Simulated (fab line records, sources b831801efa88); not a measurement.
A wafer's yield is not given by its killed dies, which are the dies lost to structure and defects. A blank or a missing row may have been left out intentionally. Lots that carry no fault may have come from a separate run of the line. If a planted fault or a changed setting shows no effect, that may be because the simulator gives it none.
fab line records :: flow sky130
record
  lots=12
  wafers=36
  last-day=50
route steps=708 shown VIA1@467 PAD_OPEN@708
lots that met no fault: from a run of the same line without faults
start-h: hours from the record's opening day to when the first of the lot's shown wafers began :: wait-h: how many hours have passed since the lot's step before this one :: " as in the row above :: L1.1+2: several wafers, shown together as one row :: - no value, or no start was given :: * or withheld: withheld :: < > ~ a bound
route shown NAME@n: a module of which the file shows steps, and the number in the route of the first :: usual: the fault-free wafers' mean and standard deviation :: same: alike in all rows :: chamber/n: place in a boat :: sites: each site's reading :: _std_site: how widely they spread, as a standard deviation :: _edge_site: the outer-site mean with the inner-site mean subtracted :: radius-mm: for every site, how far away it sits from the centre of the wafer :: mask NAME#n: copy n :: behind: tool/chamber where the wafer was last shaped :: hold: what put the lot on hold/how long, in hours/how the hold closed :: device: which transistor (n, p or np) failed to switch :: end of line: the tests these same wafers got at the end of their route :: a step without rows: its recipe alone :: killed: at the first sort, the dies lost to defects and structure; wafer yield is something else :: map: a wafer's dies, x killed, . not, _ none there
set.NAME: the setting that was run; set.NAME@STEP: the one run at that earlier step :: model.NAME: the simulator's own value behind a step, which no gauge read
one table for each step of the route and one row for each wafer, over a sample of lots
services: when a tool's chamber went out of use (start-h, in hours from the record's first day, below 0 if earlier), for how many hours, and the reason
## steps
# step SKY_VIA1_EXPOSE_09
# recipe
  mask-id=VIM
  na=0.8
  source-shape=annular
  sigma-inner=0.55
  sigma-outer=0.85
  target-cd-nm=150
  dose-mj=38
# usual
  focus-offset-nm=0.0/0.52
# same
  sigma-outer=0.85
lot.wafer: L639.1
tool: krf-scanner-01
chamber: 0
start-h: 784.38
wait-h: -
mask: VIM#0
focus-offset-nm: 0.0

lot.wafer: L639.3
tool: krf-scanner-01
chamber: 0
start-h: 784.38
wait-h: -
mask: VIM#0
focus-offset-nm: 0.1

lot.wafer: L639.6
tool: krf-scanner-01
chamber: 0
start-h: 784.38
wait-h: -
mask: VIM#0
focus-offset-nm: 0.7

lot.wafer: L640.3
tool: krf-scanner-02
chamber: 0
start-h: 795.64
wait-h: -
mask: VIM#0
focus-offset-nm: 0.5

lot.wafer: L640.5
tool: krf-scanner-02
chamber: 0
start-h: 795.64
wait-h: -
mask: VIM#0
focus-offset-nm: 0.3

lot.wafer: L640.6
tool: krf-scanner-02
chamber: 0
start-h: 795.64
wait-h: -
mask: VIM#0
focus-offset-nm: 0.7

lot.wafer: L641.1
tool: krf-scanner-02
chamber: 0
start-h: 796.27
wait-h: -
mask: VIM#0
focus-offset-nm: 0.2

lot.wafer: L641.2
tool: krf-scanner-02
chamber: 0
start-h: 796.27
wait-h: -
mask: VIM#0
focus-offset-nm: 0.6

lot.wafer: L641.5
tool: krf-scanner-02
chamber: 0
start-h: 796.27
wait-h: -
mask: VIM#0
focus-offset-nm: -0.4

lot.wafer: L648.1
tool: krf-scanner-02
chamber: 0
start-h: 849.06
wait-h: -
mask: VIM#0
focus-offset-nm: 0.2

lot.wafer: L648.3
tool: krf-scanner-02
chamber: 0
start-h: 849.06
wait-h: -
mask: VIM#0
focus-offset-nm: 0.5

lot.wafer: L648.4
tool: krf-scanner-02
chamber: 0
start-h: 849.06
wait-h: -
mask: VIM#0
focus-offset-nm: 0.3

lot.wafer: L650.3
tool: krf-scanner-01
chamber: 0
start-h: 870.34
wait-h: -
mask: VIM#0
focus-offset-nm: -0.2

lot.wafer: L650.5
tool: krf-scanner-01
chamber: 0
start-h: 870.34
wait-h: -
mask: VIM#0
focus-offset-nm: 0.4

lot.wafer: L650.6
tool: krf-scanner-01
chamber: 0
start-h: 870.34
wait-h: -
mask: VIM#0
focus-offset-nm: 0.3

lot.wafer: L651.1
tool: krf-scanner-01
chamber: 0
start-h: 874.42
wait-h: -
mask: VIM#0
focus-offset-nm: -0.3

lot.wafer: L651.5
tool: krf-scanner-01
chamber: 0
start-h: 874.42
wait-h: -
mask: VIM#0
focus-offset-nm: 0.4

lot.wafer: L651.6
tool: krf-scanner-01
chamber: 0
start-h: 874.42
wait-h: -
mask: VIM#0
focus-offset-nm: 0.4

lot.wafer: L652.2
tool: krf-scanner-02
chamber: 0
start-h: 880.65
wait-h: -
mask: VIM#0
focus-offset-nm: -0.5

lot.wafer: L652.5
tool: krf-scanner-02
chamber: 0
start-h: 880.65
wait-h: -
mask: VIM#0
focus-offset-nm: 0.3

lot.wafer: L652.6
tool: krf-scanner-02
chamber: 0
start-h: 880.65
wait-h: -
mask: VIM#0
focus-offset-nm: 0.2

lot.wafer: L656.1
tool: krf-scanner-02
chamber: 0
start-h: 910.46
wait-h: -
mask: VIM#0
focus-offset-nm: -0.1

lot.wafer: L656.5
tool: krf-scanner-02
chamber: 0
start-h: 910.46
wait-h: -
mask: VIM#0
focus-offset-nm: 0.4

lot.wafer: L656.6
tool: krf-scanner-02
chamber: 0
start-h: 910.46
wait-h: -
mask: VIM#0
focus-offset-nm: 0.5

lot.wafer: L657.2
tool: krf-scanner-02
chamber: 0
start-h: 919.74
wait-h: -
mask: VIM#0
focus-offset-nm: 0.3

lot.wafer: L657.5
tool: krf-scanner-02
chamber: 0
start-h: 919.74
wait-h: -
mask: VIM#0
focus-offset-nm: 0.2

lot.wafer: L657.6
tool: krf-scanner-02
chamber: 0
start-h: 919.74
wait-h: -
mask: VIM#0
focus-offset-nm: 0.9

lot.wafer: L658.1
tool: krf-scanner-02
chamber: 0
start-h: 922.41
wait-h: -
mask: VIM#0
focus-offset-nm: 0.0

lot.wafer: L658.3
tool: krf-scanner-02
chamber: 0
start-h: 922.41
wait-h: -
mask: VIM#0
focus-offset-nm: 0.0

lot.wafer: L658.4
tool: krf-scanner-02
chamber: 0
start-h: 922.41
wait-h: -
mask: VIM#0
focus-offset-nm: 0.7

lot.wafer: L659.2
tool: krf-scanner-02
chamber: 0
start-h: 927.19
wait-h: -
mask: VIM#0
focus-offset-nm: 0.6

lot.wafer: L659.4
tool: krf-scanner-02
chamber: 0
start-h: 927.19
wait-h: -
mask: VIM#0
focus-offset-nm: 0.1

lot.wafer: L659.5
tool: krf-scanner-02
chamber: 0
start-h: 927.19
wait-h: -
mask: VIM#0
focus-offset-nm: -0.7

lot.wafer: L662.1
tool: krf-scanner-02
chamber: 0
start-h: 947.58
wait-h: -
mask: VIM#0
focus-offset-nm: 1.2

lot.wafer: L662.4
tool: krf-scanner-02
chamber: 0
start-h: 947.58
wait-h: -
mask: VIM#0
focus-offset-nm: 0.0

lot.wafer: L662.5
tool: krf-scanner-02
chamber: 0
start-h: 947.58
wait-h: -
mask: VIM#0
focus-offset-nm: 0.3
# step SKY_VIA1_OVL_MEAS_13
# usual
  VIA1_OVL=0/5.8
lot.wafer: L639.1
tool: overlay-01
chamber: -
start-h: 797.38
wait-h: 0.1
hold: -
VIA1_OVL[nm]: -5

lot.wafer: L639.3
tool: overlay-01
chamber: -
start-h: 797.38
wait-h: 0.1
hold: -
VIA1_OVL[nm]: 5

lot.wafer: L639.6
tool: overlay-01
chamber: -
start-h: 797.38
wait-h: 0.1
hold: -
VIA1_OVL[nm]: -5

lot.wafer: L640.3
tool: overlay-01
chamber: -
start-h: 809.47
wait-h: 0.1
hold: -
VIA1_OVL[nm]: -4

lot.wafer: L640.5
tool: overlay-01
chamber: -
start-h: 809.47
wait-h: 0.1
hold: -
VIA1_OVL[nm]: -9

lot.wafer: L640.6
tool: overlay-01
chamber: -
start-h: 809.47
wait-h: 0.1
hold: -
VIA1_OVL[nm]: 6

lot.wafer: L641.1
tool: overlay-01
chamber: -
start-h: 809.81
wait-h: 0.1
hold: -
VIA1_OVL[nm]: 9

lot.wafer: L641.2
tool: overlay-01
chamber: -
start-h: 809.81
wait-h: 0.1
hold: -
VIA1_OVL[nm]: 9

lot.wafer: L641.5
tool: overlay-01
chamber: -
start-h: 809.81
wait-h: 0.1
hold: -
VIA1_OVL[nm]: 11

lot.wafer: L648.1
tool: overlay-02
chamber: -
start-h: 862.16
wait-h: 0.1
hold: -
VIA1_OVL[nm]: -7

lot.wafer: L648.3
tool: overlay-02
chamber: -
start-h: 862.16
wait-h: 0.1
hold: -
VIA1_OVL[nm]: -9

lot.wafer: L648.4
tool: overlay-02
chamber: -
start-h: 862.16
wait-h: 0.1
hold: -
VIA1_OVL[nm]: 0

lot.wafer: L650.3
tool: overlay-01
chamber: -
start-h: 883.42
wait-h: 0.1
hold: await-dispo/0.2h/release
VIA1_OVL[nm]: 24

lot.wafer: L650.5
tool: overlay-01
chamber: -
start-h: 883.42
wait-h: 0.1
hold: await-dispo/0.2h/release
VIA1_OVL[nm]: 24

lot.wafer: L650.6
tool: overlay-01
chamber: -
start-h: 883.42
wait-h: 0.1
hold: await-dispo/0.2h/release
VIA1_OVL[nm]: 20

lot.wafer: L650.3
tool: overlay-01
chamber: -
start-h: 883.62
wait-h: 0.2
hold: -
VIA1_OVL[nm]: 24

lot.wafer: L650.5
tool: overlay-01
chamber: -
start-h: 883.62
wait-h: 0.2
hold: -
VIA1_OVL[nm]: 24

lot.wafer: L650.6
tool: overlay-01
chamber: -
start-h: 883.62
wait-h: 0.2
hold: -
VIA1_OVL[nm]: 24

lot.wafer: L651.1
tool: overlay-02
chamber: -
start-h: 887.58
wait-h: 0.1
hold: await-dispo/0.2h/release
VIA1_OVL[nm]: 12

lot.wafer: L651.5
tool: overlay-02
chamber: -
start-h: 887.58
wait-h: 0.1
hold: await-dispo/0.2h/release
VIA1_OVL[nm]: 19

lot.wafer: L651.6
tool: overlay-02
chamber: -
start-h: 887.58
wait-h: 0.1
hold: await-dispo/0.2h/release
VIA1_OVL[nm]: 19

lot.wafer: L651.1
tool: overlay-02
chamber: -
start-h: 887.78
wait-h: 0.2
hold: -
VIA1_OVL[nm]: 16

lot.wafer: L651.5
tool: overlay-02
chamber: -
start-h: 887.78
wait-h: 0.2
hold: -
VIA1_OVL[nm]: 23

lot.wafer: L651.6
tool: overlay-02
chamber: -
start-h: 887.78
wait-h: 0.2
hold: -
VIA1_OVL[nm]: 19

lot.wafer: L652.2
tool: overlay-01
chamber: -
start-h: 893.85
wait-h: 0.1
hold: -
VIA1_OVL[nm]: -4

lot.wafer: L652.5
tool: overlay-01
chamber: -
start-h: 893.85
wait-h: 0.1
hold: -
VIA1_OVL[nm]: -8

lot.wafer: L652.6
tool: overlay-01
chamber: -
start-h: 893.85
wait-h: 0.1
hold: -
VIA1_OVL[nm]: 7

lot.wafer: L656.1
tool: overlay-01
chamber: -
start-h: 922.41
wait-h: 0.1
hold: -
VIA1_OVL[nm]: 0

lot.wafer: L656.5
tool: overlay-01
chamber: -
start-h: 922.41
wait-h: 0.1
hold: -
VIA1_OVL[nm]: 0

lot.wafer: L656.6
tool: overlay-01
chamber: -
start-h: 922.41
wait-h: 0.1
hold: -
VIA1_OVL[nm]: 8

lot.wafer: L657.2
tool: overlay-01
chamber: -
start-h: 932.05
wait-h: 0.1
hold: -
VIA1_OVL[nm]: 0

lot.wafer: L657.5
tool: overlay-01
chamber: -
start-h: 932.05
wait-h: 0.1
hold: -
VIA1_OVL[nm]: 8

lot.wafer: L657.6
tool: overlay-01
chamber: -
start-h: 932.05
wait-h: 0.1
hold: -
VIA1_OVL[nm]: 10

lot.wafer: L658.1
tool: overlay-01
chamber: -
start-h: 934.14
wait-h: 0.1
hold: -
VIA1_OVL[nm]: 13

lot.wafer: L658.3
tool: overlay-01
chamber: -
start-h: 934.14
wait-h: 0.1
hold: -
VIA1_OVL[nm]: 9

lot.wafer: L658.4
tool: overlay-01
chamber: -
start-h: 934.14
wait-h: 0.1
hold: -
VIA1_OVL[nm]: 10

lot.wafer: L659.2
tool: overlay-01
chamber: -
start-h: 939.91
wait-h: 0.1
hold: -
VIA1_OVL[nm]: 2

lot.wafer: L659.4
tool: overlay-01
chamber: -
start-h: 939.91
wait-h: 0.1
hold: -
VIA1_OVL[nm]: 3

lot.wafer: L659.5
tool: overlay-01
chamber: -
start-h: 939.91
wait-h: 0.1
hold: -
VIA1_OVL[nm]: -4

lot.wafer: L662.1
tool: overlay-02
chamber: -
start-h: 958.76
wait-h: 0.1
hold: -
VIA1_OVL[nm]: 0

lot.wafer: L662.4
tool: overlay-02
chamber: -
start-h: 958.76
wait-h: 0.1
hold: -
VIA1_OVL[nm]: 0

lot.wafer: L662.5
tool: overlay-02
chamber: -
start-h: 958.76
wait-h: 0.1
hold: -
VIA1_OVL[nm]: -6
# step SKY_PAD_OPEN_PROBE_99
# usual
  defect-limited-yield=82.6/1.8
  killed_at_M0_to_M3=43/6.6
  killed_at_M4_up=3.4/1.8
  killed-at-contacts=24/4.9
  killed-at-front-end=15/4.1
  killed-at-other=0.3/0.55
  killed-dies=85/8.8
  killed-open=46/6.1
  killed-short=39/5.7
  sort_bin_3_pad_short=0.9/0.41
  sort_bin_5_function=10.1/1.5
  sort_bin_6_memory=6.4/1
  sort-n-pass=407/8.8
  sort-yield-pct=82.6/1.8
# same
  gross-dies=492
  killed-at-back-side=0
  sort_bin_4_leakage[%]=0
  sort_bin_8_speed[%]=0
lot.wafer: L650.3
tool: prober-01
chamber: -
start-h: 1145.80
wait-h: 0.2
defect-limited-yield[%]: 81.3
killed_at_M0_to_M3: 41
killed_at_M4_up: 5
killed-at-contacts: 35
killed-at-front-end: 11
killed-at-other: 0
killed-dies: 92
killed-open: 43
killed-short: 49
sort_bin_3_pad_short[%]: 1.8
sort_bin_5_function[%]: 11.6
sort_bin_6_memory[%]: 5.3
sort-n-pass: 400
sort-yield-pct[%]: 81.3

lot.wafer: L650.5
tool: prober-01
chamber: -
start-h: 1145.90
wait-h: 0.2
defect-limited-yield[%]: 80.9
killed_at_M0_to_M3: 40
killed_at_M4_up: 7
killed-at-contacts: 35
killed-at-front-end: 12
killed-at-other: 0
killed-dies: 94
killed-open: 53
killed-short: 40
sort_bin_3_pad_short[%]: 1.2
sort_bin_5_function[%]: 10.0
sort_bin_6_memory[%]: 7.9
sort-n-pass: 398
sort-yield-pct[%]: 80.9

lot.wafer: L650.6
tool: prober-01
chamber: -
start-h: 1145.95
wait-h: 0.2
defect-limited-yield[%]: 82.7
killed_at_M0_to_M3: 36
killed_at_M4_up: 3
killed-at-contacts: 38
killed-at-front-end: 8
killed-at-other: 0
killed-dies: 85
killed-open: 46
killed-short: 39
sort_bin_3_pad_short[%]: 0.4
sort_bin_5_function[%]: 12.0
sort_bin_6_memory[%]: 4.9
sort-n-pass: 407
sort-yield-pct[%]: 82.7

lot.wafer: L658.1
tool: prober-01
chamber: -
start-h: 1183.51
wait-h: 0.1
defect-limited-yield[%]: 86.0
killed_at_M0_to_M3: 41
killed_at_M4_up: 3
killed-at-contacts: 14
killed-at-front-end: 11
killed-at-other: 0
killed-dies: 69
killed-open: 37
killed-short: 32
sort_bin_3_pad_short[%]: 1.2
sort_bin_5_function[%]: 7.9
sort_bin_6_memory[%]: 4.9
sort-n-pass: 423
sort-yield-pct[%]: 86.0

lot.wafer: L658.3
tool: prober-01
chamber: -
start-h: 1183.61
wait-h: 0.2
defect-limited-yield[%]: 85.2
killed_at_M0_to_M3: 38
killed_at_M4_up: 3
killed-at-contacts: 19
killed-at-front-end: 12
killed-at-other: 1
killed-dies: 73
killed-open: 32
killed-short: 41
sort_bin_3_pad_short[%]: 0.8
sort_bin_5_function[%]: 8.5
sort_bin_6_memory[%]: 5.5
sort-n-pass: 419
sort-yield-pct[%]: 85.2

lot.wafer: L658.4
tool: prober-01
chamber: -
start-h: 1183.66
wait-h: 0.2
defect-limited-yield[%]: 79.9
killed_at_M0_to_M3: 58
killed_at_M4_up: 3
killed-at-contacts: 25
killed-at-front-end: 13
killed-at-other: 0
killed-dies: 99
killed-open: 49
killed-short: 50
sort_bin_3_pad_short[%]: 0.6
sort_bin_5_function[%]: 13.2
sort_bin_6_memory[%]: 6.3
sort-n-pass: 393
sort-yield-pct[%]: 79.9
# killed by level:class
L650.3 LI_CONTACT:geometric-particle:open=10 CONTACT:geometric-particle:short=7 VIA1:geometric-particle:short=7 LOCAL_INTERCONNECT:geometric-particle:short=6 VIA1:geometric-particle:open=6 METAL2:geometric-particle:short=6 VIA3:geometric-particle:open=6 LI_CONTACT:geometric-particle:short=5
L650.5 CONTACT:geometric-particle:open=10 LI_CONTACT:geometric-particle:open=9 VIA3:geometric-particle:open=8 VIA1:geometric-particle:open=7 CONTACT:geometric-particle:short=6 METAL1:geometric-particle:short=6 VIA2:geometric-particle:open=6 LOCAL_INTERCONNECT:geometric-particle:short=5
L650.6 CONTACT:geometric-particle:open=15 LI_CONTACT:geometric-particle:open=10 LOCAL_INTERCONNECT:geometric-particle:short=7 VIA1:geometric-particle:short=7 METAL2:geometric-particle:open=4 VIA1:geometric-particle:open=4 VIA3:geometric-particle:open=4 METAL2:geometric-particle:short=4
L658.1 METAL1:geometric-particle:short=9 VIA2:geometric-particle:open=7 LI_CONTACT:geometric-particle:open=6 VIA3:geometric-particle:open=6 POLY_GATE:geometric-particle:open=4 CONTACT:geometric-particle:open=4 VIA2:geometric-particle:short=4 METAL2:geometric-particle:short=3
L658.3 CONTACT:geometric-particle:open=8 VIA1:geometric-particle:open=7 VIA1:geometric-particle:short=6 VIA2:geometric-particle:open=6 VIA2:geometric-particle:short=5 FIELD_ISO:geometric-particle:short=4 POLY_GATE:geometric-particle:short=4 LI_CONTACT:geometric-particle:open=4
L658.4 METAL2:geometric-particle:short=12 CONTACT:geometric-particle:open=11 METAL1:geometric-particle:short=10 VIA2:geometric-particle:open=9 VIA1:geometric-particle:open=8 VIA3:geometric-particle:short=6 FIELD_ISO:geometric-particle:open=5 POLY_GATE:geometric-particle:short=5
## services
tool: krf-scanner-02
chamber: -
start-h: 769.72
hours: 0.8
kind: pm

tool: krf-scanner-02
chamber: -
start-h: 797.84
hours: 1.3
kind: pm

tool: krf-scanner-02
chamber: -
start-h: 799.61
hours: 2.2
kind: repair

tool: krf-scanner-01
chamber: -
start-h: 803.50
hours: 1.3
kind: pm

tool: krf-scanner-01
chamber: -
start-h: 805.62
hours: 0.8
kind: pm

tool: krf-scanner-02
chamber: -
start-h: 835.05
hours: 1.0
kind: pm

tool: krf-scanner-01
chamber: -
start-h: 861.81
hours: 0.7
kind: repair

tool: krf-scanner-02
chamber: -
start-h: 863.48
hours: 7.2
kind: pm

tool: krf-scanner-02
chamber: 0
start-h: 864.99
hours: -
kind: calibration

tool: krf-scanner-01
chamber: -
start-h: 870.68
hours: 1.0
kind: pm

tool: krf-scanner-01
chamber: 0
start-h: 871.58
hours: -
kind: calibration

tool: krf-scanner-01
chamber: -
start-h: 885.85
hours: 0.5
kind: repair

tool: krf-scanner-02
chamber: -
start-h: 896.60
hours: 4.0
kind: pm

tool: krf-scanner-02
chamber: -
start-h: 938.52
hours: 0.8
kind: pm
## key
first-sign
  step=SKY_VIA1_OVL_MEAS_13
  reading=visit
  direction=added
effect
  step=SKY_VIA1_OVL_MEAS_13
  reading=VIA1_OVL
  direction=up
  sigmas=3.5
  usual=0
  struck=20
met-at SKY_VIA1_EXPOSE_09
struck-lots L650,L651
onset-between 784.38 870.34
fault
  kind=scanner-matching-overlay
  tool=krf-scanner-01
  chamber=-
  onset-h=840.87
  steps=SKY_VIA1_EXPOSE_09
  offset=19.205
